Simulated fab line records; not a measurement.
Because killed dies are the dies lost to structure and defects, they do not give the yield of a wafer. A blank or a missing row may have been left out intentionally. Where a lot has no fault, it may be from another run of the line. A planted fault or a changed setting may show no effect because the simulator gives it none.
fab line records | flow sky130
record: lots: 24 wafers: 72 last_day: 50
route steps=708 shown CONTACT@411 VIA2@522 CAP2M@615 METAL5@666
lots that met no fault: taken from a fault-free run of the same line
start_h: start of the lot's first displayed wafer, in hours after the record's first day | wait_h: time in hours since the lot's previous step | " identical to the entry in the row above | L1.1+2: a single row standing in for several wafers | - no value, or no start was given | * or withheld: withheld | < > ~ a bound
route shown NAME@n: NAME is a module with steps in the file, n the number in the route of the first one | usual: mean and standard deviation over wafers with no fault | same: alike in all rows | chamber/n: place in a boat | sites: per-site readings | _std_site: standard deviation across them | _edge_site: inner sites' mean taken away from outer sites' mean | radius_mm: for every site, how far away it sits from the centre of the wafer | mask NAME#n: copy n | behind: the tool/chamber that last shaped the wafer | hold: what put the lot on hold/how long, in hours/how the hold closed | device: the transistor (n, p or np) that didn't switch | end of line: the route-end tests of the same wafers | for a step that has no rows: nothing shown but its recipe | killed: dies that structure and defects cost at the first sort, which is not the same as the wafer's yield | map: shows each die of a wafer: x if killed, . if not, _ if none is there
set.NAME: the setting the step ran with; set.NAME@STEP: the setting that earlier step ran with | model.NAME: the simulator's own value behind a step, which no gauge read
route steps across a sampled set of lots; one table per step, one row per wafer
services: the hour from which a tool's chamber was out of use, counted from the record's first day as start_h (under 0 if before that day), plus the number of hours and why
== steps ==
step: SKY_CONTACT_BOW_MEAS_05
recipe: mode: bow
usual: CONTACT_BOW: 81/7.3
columns lot.wafer tool chamber start_h wait_h CONTACT_BOW[um]
L074.2 film_metro-01 - 715.39 0.2 69
L074.3 " - " " 65
L074.6 " - " " 79
L075.1 film_metro-01 - 726.18 0.2 77
L075.3 " - " " 81
L075.6 " - " " 93
L076.1 film_metro-01 - 732.86 0.1 75
L076.2 " - " " 85
L076.4 " - " " 77
L077.2 film_metro-02 - 751.06 0.2 82
L077.3 " - " " 81
L077.6 " - " " 65
L078.2 film_metro-02 - 751.36 0.1 99
L078.3 " - " " 89
L078.6 " - " " 82
L079.1 film_metro-04 - 763.08 0.1 80
L079.3 " - " " 77
L079.4 " - " " 87
L080.1 film_metro-04 - 776.26 0.1 74
L080.4 " - " " 78
L080.5 " - " " 80
L081.1 film_metro-01 - 781.96 0.2 81
L081.2 " - " " 82
L081.3 " - " " 96
L082.1 film_metro-02 - 803.04 0.1 93
L082.2 " - " " 79
L082.3 " - " " 71
L083.1 film_metro-02 - 807.77 0.2 84
L083.3 " - " " 75
L083.6 " - " " 83
L084.2 film_metro-02 - 811.43 0.1 90
L084.4 " - " " 74
L084.6 " - " " 79
L086.1 film_metro-04 - 815.95 0.2 85
L086.3 " - " " 96
L086.6 " - " " 82
L085.3 film_metro-04 - 817.40 0.2 84
L085.4 " - " " 75
L085.6 " - " " 75
L087.2 film_metro-01 - 828.64 0.2 86
L087.4 " - " " 65
L087.5 " - " " 74
L088.1 film_metro-02 - 831.12 0.1 82
L088.3 " - " " 82
L088.6 " - " " 82
L089.1 film_metro-04 - 841.69 0.2 84
L089.2 " - " " 88
L089.3 " - " " 96
L090.2 film_metro-04 - 843.03 0.2 85
L090.4 " - " " 75
L090.6 " - " " 75
L091.1 film_metro-02 - 852.19 0.2 92
L091.3 " - " " 90
L091.5 " - " " 89
L092.1 film_metro-04 - 857.48 0.1 89
L092.2 " - " " 93
L092.6 " - " " 82
L093.4 film_metro-01 - 864.06 0.2 79
L093.5 " - " " 79
L093.6 " - " " 82
L095.1 film_metro-02 - 883.09 0.2 85
L095.3 " - " " 76
L095.6 " - " " 76
L094.3 film_metro-01 - 888.06 0.3 70
L094.4 " - " " 79
L094.5 " - " " 91
L096.4 film_metro-02 - 891.46 0.3 89
L096.5 " - " " 83
L096.6 " - " " 83
L097.1 film_metro-01 - 891.70 0.2 63
L097.4 " - " " 78
L097.5 " - " " 70
step: SKY_CONTACT_CD_MEAS_14
recipe: target_cd_nm: 170
usual: cd_nm: 169.7/1.5
columns lot.wafer tool chamber start_h wait_h cd_nm
L074.2 cd_sem-02 - 743.22 - 169.2
L074.3 " - " " 170.0
L074.6 " - " " 169.2
L075.1 cd_sem-02 - 753.34 - 169.5
L075.3 " - " " 169.1
L075.6 " - " " 170.0
L076.1 cd_sem-01 - 761.14 - 167.6
L076.2 " - " " 167.1
L076.4 " - " " 167.0
L077.2 cd_sem-02 - 778.32 - 169.6
L077.3 " - " " 168.2
L077.6 " - " " 169.7
L078.2 cd_sem-01 - 778.84 - 168.9
L078.3 " - " " 169.0
L078.6 " - " " 169.0
L079.1 cd_sem-02 - 790.09 - 170.6
L079.3 " - " " 169.8
L079.4 " - " " 169.4
L080.1 cd_sem-01 - 803.32 - 171.3
L080.4 " - " " 171.6
L080.5 " - " " 172.7
L081.1 cd_sem-01 - 808.74 - 170.7
L081.2 " - " " 170.6
L081.3 " - " " 170.2
L082.1 cd_sem-01 - 829.79 - 167.1
L082.2 " - " " 168.3
L082.3 " - " " 165.6
L083.1 cd_sem-02 - 834.30 - 169.1
L083.3 " - " " 168.4
L083.6 " - " " 169.6
L084.2 cd_sem-01 - 837.46 - 168.8
L084.4 " - " " 169.5
L084.6 " - " " 169.6
L086.1 cd_sem-01 - 842.39 - 170.1
L086.3 " - " " 169.3
L086.6 " - " " 170.6
L085.3 cd_sem-02 - 843.74 - 167.2
L085.4 " - " " 168.1
L085.6 " - " " 167.6
L087.2 cd_sem-01 - 854.99 - 170.6
L087.4 " - " " 171.0
L087.5 " - " " 170.4
L088.1 cd_sem-01 - 857.59 - 171.0
L088.3 " - " " 170.3
L088.6 " - " " 171.8
L089.1 cd_sem-02 - 867.85 - 170.7
L089.2 " - " " 171.5
L089.3 " - " " 171.4
L090.2 cd_sem-02 - 869.02 - 169.4
L090.4 " - " " 170.0
L090.6 " - " " 169.0
L091.1 cd_sem-02 - 878.25 - 173.0
L091.3 " - " " 174.1
L091.5 " - " " 172.0
L092.1 cd_sem-01 - 883.44 - 171.5
L092.2 " - " " 169.9
L092.6 " - " " 170.3
L093.4 cd_sem-01 - 889.95 - 169.3
L093.5 " - " " 170.4
L093.6 " - " " 170.0
L095.1 cd_sem-01 - 908.79 - 170.2
L095.3 " - " " 168.9
L095.6 " - " " 169.5
L094.3 cd_sem-01 - 913.88 - 170.8
L094.4 " - " " 170.9
L094.5 " - " " 171.5
L096.4 cd_sem-01 - 917.75 - 168.6
L096.5 " - " " 168.0
L096.6 " - " " 167.1
L097.1 cd_sem-01 - 917.87 - 170.0
L097.4 " - " " 169.1
L097.5 " - " " 170.7
step: SKY_VIA2_ETCH_15
recipe: target: SiO2 chemistry: C4F8/O2/Ar target_depth_nm: 546 stop_on: TiN mask_material: KrF-thick source_w: 1500 bias_w: 1200 pressure_mtorr: 40 c4f8_flow_sccm: withheld O2_flow_sccm: 6 Ar_flow_sccm: 300 time_s: 84
usual: oes_product_au: 0.939/0.004
columns lot.wafer tool chamber start_h wait_h oes_product_au rf_hours_counter_h
L074.2 rie_diel-02 2 856.42 0.0 0.937 7
L074.3 " 0 " " 0.938 5
L074.6 " 2 " " 0.936 -
L075.1 rie_diel-03 2 867.02 0.0 0.940 14
L075.3 " 1 " " 0.943 19
L075.6 " 1 " " 0.935 -
L076.1 rie_diel-04 1 874.07 0.0 0.940 11
L076.2 " 0 " " 0.934 11
L076.4 " 2 " " 0.943 12
L077.2 rie_diel-04 2 891.55 0.0 0.944 13
L077.3 " 3 " " 0.945 8
L077.6 " 1 " " 0.941 -
L078.2 rie_diel-02 3 891.97 0.0 0.938 2
L078.3 " 1 " " 0.943 18
L078.6 " 1 " " 0.940 -
L079.1 rie_diel-02 0 902.52 0.0 0.943 6
L079.3 " 2 " " 0.936 8
L079.4 " 3 " " 0.934 2
L080.1 rie_diel-03 2 914.99 0.0 0.943 15
L080.4 " 3 " " 0.936 -
L080.5 " 1 " " 0.935 -
L081.1 rie_diel-02 1 920.25 0.0 0.938 19
L081.2 " 3 " " 0.936 3
L081.3 " 0 " " 0.941 6
L082.1 rie_diel-03 2 939.84 0.0 0.941 16
L082.2 " 1 " " 0.943 21
L082.3 " 3 " " 0.941 24
L083.1 rie_diel-03 0 945.62 0.0 0.941 3
L083.3 " 2 " " 0.936 16
L083.6 " 0 " " 0.932 -
L084.2 rie_diel-04 0 947.95 0.0 0.937 14
L084.4 " 1 " " 0.941 13
L084.6 " 0 " " 0.939 -
L086.1 rie_diel-03 1 950.85 0.0 0.941 21
L086.3 " 0 " " 0.936 4
L086.6 " 0 " " 0.939 -
L085.3 rie_diel-02 1 951.32 0.0 0.940 20
L085.4 " 3 " " 0.936 3
L085.6 " 2 " " 0.938 -
L087.2 rie_diel-03 2 962.74 0.0 0.942 17
L087.4 " 3 " " 0.942 24
L087.5 " 0 " " 0.942 -
L088.1 rie_diel-03 2 965.60 0.0 0.937 17
L088.3 " 1 " " 0.948 22
L088.6 " 0 " " 0.941 -
L089.1 rie_diel-02 1 974.92 0.0 0.941 20
L089.2 " 2 " " 0.935 10
L089.3 " 3 " " 0.929 4
L090.2 rie_diel-04 2 975.19 0.0 0.944 15
L090.4 " 0 " " 0.935 15
L090.6 " 3 " " 0.941 -
L091.1 rie_diel-04 2 984.75 0.0 0.937 16
L091.3 " 0 " " 0.945 15
L091.5 " 2 " " 0.936 -
L092.1 rie_diel-02 3 989.57 0.0 0.941 4
L092.2 " 1 " " 0.943 21
L092.6 " 2 " " 0.943 -
L093.4 rie_diel-04 2 995.47 0.0 0.938 -
L093.5 " 3 " " 0.946 -
L093.6 " 1 " " 0.948 -
L095.1 rie_diel-03 2 1012.64 0.0 0.941 18
L095.3 " 1 " " 0.938 23
L095.6 " 2 " " 0.942 -
L094.3 rie_diel-04 2 1018.02 0.0 0.943 17
L094.4 " 1 " " 0.932 16
L094.5 " 3 " " 0.935 -
L096.4 rie_diel-04 3 1020.40 0.0 0.935 12
L096.5 " 0 " " 0.941 -
L096.6 " 3 " " 0.936 -
L097.1 rie_diel-02 2 1021.07 0.0 0.931 11
L097.4 " 3 " " 0.939 5
L097.5 " 3 " " 0.945 -
step: SKY_VIA2_THK_MEAS_23
recipe: thk_meas_gauge: xrf reads: W_of_VIA2_CVD_21
usual: VIA2_W_THK: 412/6.4
columns lot.wafer tool chamber start_h wait_h VIA2_W_THK[nm]
L074.2 film_metro-01 - 857.42 0.1 408
L074.3 " - " " 411
L074.6 " - " " 403
L075.1 film_metro-02 - 867.99 0.1 409
L075.3 " - " " 412
L075.6 " - " " 401
L076.1 film_metro-02 - 875.04 0.1 405
L076.2 " - " " 420
L076.4 " - " " 418
L077.2 film_metro-01 - 892.53 0.1 418
L077.3 " - " " 418
L077.6 " - " " 417
L078.2 film_metro-01 - 892.95 0.1 397
L078.3 " - " " 401
L078.6 " - " " 401
L079.1 film_metro-04 - 903.53 0.1 416
L079.3 " - " " 415
L079.4 " - " " 411
L080.1 film_metro-02 - 915.96 0.1 404
L080.4 " - " " 405
L080.5 " - " " 407
L081.1 film_metro-04 - 921.25 0.1 421
L081.2 " - " " 414
L081.3 " - " " 423
L082.1 film_metro-01 - 940.81 0.1 418
L082.2 " - " " 414
L082.3 " - " " 417
L083.1 film_metro-01 - 946.58 0.1 416
L083.3 " - " " 416
L083.6 " - " " 416
L084.2 film_metro-01 - 948.93 0.1 419
L084.4 " - " " 420
L084.6 " - " " 419
L085.3 film_metro-02 - 952.31 0.1 420
L085.4 " - " " 413
L085.6 " - " " 415
L086.1 film_metro-01 - 952.42 0.1 424
L086.3 " - " " 422
L086.6 " - " " 421
L087.2 film_metro-02 - 963.72 0.1 402
L087.4 " - " " 409
L087.5 " - " " 406
L088.1 film_metro-01 - 966.60 0.1 415
L088.3 " - " " 416
L088.6 " - " " 410
L089.1 film_metro-04 - 975.92 0.1 413
L089.2 " - " " 407
L089.3 " - " " 412
L090.2 film_metro-02 - 976.22 0.1 409
L090.4 " - " " 408
L090.6 " - " " 407
L091.1 film_metro-04 - 985.72 0.1 419
L091.3 " - " " 415
L091.5 " - " " 418
L092.1 film_metro-02 - 990.58 0.1 404
L092.2 " - " " 407
L092.6 " - " " 408
L093.4 film_metro-01 - 996.51 0.1 408
L093.5 " - " " 409
L093.6 " - " " 414
L095.1 film_metro-04 - 1013.62 0.1 415
L095.3 " - " " 415
L095.6 " - " " 413
L094.3 film_metro-01 - 1019.00 0.1 403
L094.4 " - " " 399
L094.5 " - " " 399
L096.4 film_metro-01 - 1021.41 0.1 406
L096.5 " - " " 401
L096.6 " - " " 412
L097.1 film_metro-04 - 1022.10 0.1 415
L097.4 " - " " 414
L097.5 " - " " 414
step: SKY_CAP2M_OVL_MEAS_12
usual: CAP2M_OVL: 1.0/1.3
columns lot.wafer tool chamber start_h wait_h CAP2M_OVL[nm]
L074.2 overlay-01 - 964.45 0.1 1.2
L074.3 " - " " 2.4
L074.6 " - " " 2.0
L075.1 overlay-01 - 973.30 0.1 1.8
L075.3 " - " " 0.2
L075.6 " - " " 2.1
L076.1 overlay-01 - 980.55 0.1 1.4
L076.2 " - " " 1.5
L076.4 " - " " 2.2
L077.2 overlay-02 - 994.90 0.1 -0.1
L077.3 " - " " 1.3
L077.6 " - " " 2.9
L078.2 overlay-02 - 997.51 0.1 3.5
L078.3 " - " " 0.8
L078.6 " - " " 3.1
L079.1 overlay-01 - 1007.47 0.1 -0.2
L079.3 " - " " 0.8
L079.4 " - " " 1.1
L080.1 overlay-02 - 1017.00 0.1 -0.2
L080.4 " - " " 1.2
L080.5 " - " " 0.9
L081.1 overlay-02 - 1022.32 0.1 0.6
L081.2 " - " " 1.6
L081.3 " - " " 1.7
L082.1 overlay-02 - 1040.24 0.1 1.7
L082.2 " - " " 0.0
L082.3 " - " " 1.2
L083.1 overlay-02 - 1046.20 0.1 1.5
L083.3 " - " " 0.9
L083.6 " - " " 2.0
L084.2 overlay-02 - 1046.86 0.1 -0.3
L084.4 " - " " 0.0
L084.6 " - " " 2.8
L085.3 overlay-02 - 1052.60 0.1 0.0
L085.4 " - " " 0.7
L085.6 " - " " 1.0
L086.1 overlay-02 - 1052.95 0.1 -0.6
L086.3 " - " " -1.0
L086.6 " - " " -1.1
L087.2 overlay-01 - 1060.13 0.1 2.2
L087.4 " - " " 3.0
L087.5 " - " " 1.0
L088.1 overlay-02 - 1062.05 0.1 -0.5
L088.3 " - " " 0.1
L088.6 " - " " -0.6
L089.1 overlay-01 - 1073.70 0.1 3.3
L089.2 " - " " 1.6
L089.3 " - " " 1.7
L090.2 overlay-02 - 1075.08 0.1 1.9
L090.4 " - " " -0.3
L090.6 " - " " -0.9
L091.1 overlay-02 - 1081.79 0.1 -1.0
L091.3 " - " " 2.1
L091.5 " - " " 1.7
L092.1 overlay-01 - 1083.54 0.1 1.7
L092.2 " - " " 2.7
L092.6 " - " " 2.0
L093.4 overlay-02 - 1091.04 0.1 1.1
L093.5 " - " " -0.6
L093.6 " - " " 1.2
L095.1 overlay-02 - 1105.50 0.1 1.4
L095.3 " - " " 2.6
L095.6 " - " " 2.4
L094.3 overlay-01 - 1108.95 0.1 1.1
L094.4 " - " " 3.3
L094.5 " - " " 2.3
L096.4 overlay-02 - 1112.36 0.1 2.0
L096.5 " - " " 3.6
L096.6 " - " " 1.7
L097.1 overlay-02 - 1112.64 0.1 2.7
L097.4 " - " " 1.4
L097.5 " - " " 1.5
step: SKY_METAL5_RS_MEAS_05
recipe: thk_meas_gauge: four-point-probe reads: TiN_of_METAL5_SPUTTER_04+Ti_of_METAL5_SPUTTER_03+AlCu_of_METAL5_SPUTTER_02+TiN_of_METAL5_SPUTTER_01+Ti_of_METAL5_SPUTTER_00
usual: METAL5_ALCU_RS: 0.0271/0.00034
columns lot.wafer tool chamber start_h wait_h METAL5_ALCU_RS[ohm/sq]
L074.2 film_metro-03 - 1017.47 0.0 0.0275
L074.3 " - " " 0.0272
L074.6 " - " " 0.0273
L075.1 film_metro-01 - 1024.70 0.0 0.0269
L075.3 " - " " 0.0262
L075.6 " - " " 0.0264
L076.1 film_metro-03 - 1031.79 0.0 0.0277
L076.2 " - " " 0.0268
L076.4 " - " " 0.0270
L077.2 film_metro-01 - 1045.65 0.0 0.0278
L077.3 " - " " 0.0266
L077.6 " - " " 0.0269
L078.2 film_metro-03 - 1047.18 0.0 0.0270
L078.3 " - " " 0.0274
L078.6 " - " " 0.0270
L079.1 film_metro-03 - 1056.81 0.0 0.0274
L079.3 " - " " 0.0279
L079.4 " - " " 0.0275
L080.1 film_metro-01 - 1063.91 0.0 0.0267
L080.4 " - " " 0.0270
L080.5 " - " " 0.0268
L081.1 film_metro-02 - 1070.35 0.0 0.0276
L081.2 " - " " 0.0275
L081.3 " - " " 0.0270
L082.1 film_metro-01 - 1087.77 0.0 0.0272
L082.2 " - " " 0.0277
L082.3 " - " " 0.0268
L083.1 film_metro-01 - 1093.55 0.0 0.0269
L083.3 " - " " 0.0271
L083.6 " - " " 0.0270
L084.2 film_metro-02 - 1093.78 0.0 0.0270
L084.4 " - " " 0.0276
L084.6 " - " " 0.0273
L085.3 film_metro-02 - 1098.31 0.1 0.0268
L085.4 " - " " 0.0268
L085.6 " - " " 0.0270
L086.1 film_metro-03 - 1099.86 0.0 0.0277
L086.3 " - " " 0.0273
L086.6 " - " " 0.0279
L087.2 film_metro-03 - 1106.49 0.0 0.0272
L087.4 " - " " 0.0269
L087.5 " - " " 0.0269
L088.1 film_metro-01 - 1108.45 0.0 0.0272
L088.3 " - " " 0.0270
L088.6 " - " " 0.0270
L089.1 film_metro-01 - 1118.81 0.0 0.0275
L089.2 " - " " 0.0275
L089.3 " - " " 0.0278
L090.2 film_metro-01 - 1120.12 0.0 0.0274
L090.4 " - " " 0.0272
L090.6 " - " " 0.0268
L091.1 film_metro-02 - 1126.36 0.0 0.0267
L091.3 " - " " 0.0276
L091.5 " - " " 0.0274
L092.1 film_metro-02 - 1129.09 0.0 0.0271
L092.2 " - " " 0.0268
L092.6 " - " " 0.0271
L093.4 film_metro-01 - 1135.76 0.1 0.0271
L093.5 " - " " 0.0273
L093.6 " - " " 0.0273
L095.1 film_metro-01 - 1148.95 0.0 0.0275
L095.3 " - " " 0.0273
L095.6 " - " " 0.0272
L094.3 film_metro-03 - 1153.02 0.1 0.0273
L094.4 " - " " 0.0273
L094.5 " - " " 0.0271
L096.4 film_metro-03 - 1154.16 0.1 0.0269
L096.5 " - " " 0.0270
L096.6 " - " " 0.0269
L097.1 film_metro-03 - 1155.20 0.0 0.0270
L097.4 " - " " 0.0267
L097.5 " - " " 0.0271
== services ==
columns tool chamber start_h hours kind
rie_diel-03 2 835.33 6.9 repair
rie_diel-04 2 836.74 8.0 repair
rie_diel-03 0 851.20 11.3 repair
rie_diel-03 - 884.56 0.2 repair
rie_diel-03 0 912.96 3.5 repair
rie_diel-04 2 927.78 2.6 repair
rie_diel-04 - 936.95 0.4 repair
rie_diel-04 - 983.11 0.5 repair
rie_diel-04 0 990.20 7.2 repair
== key ==
fault none
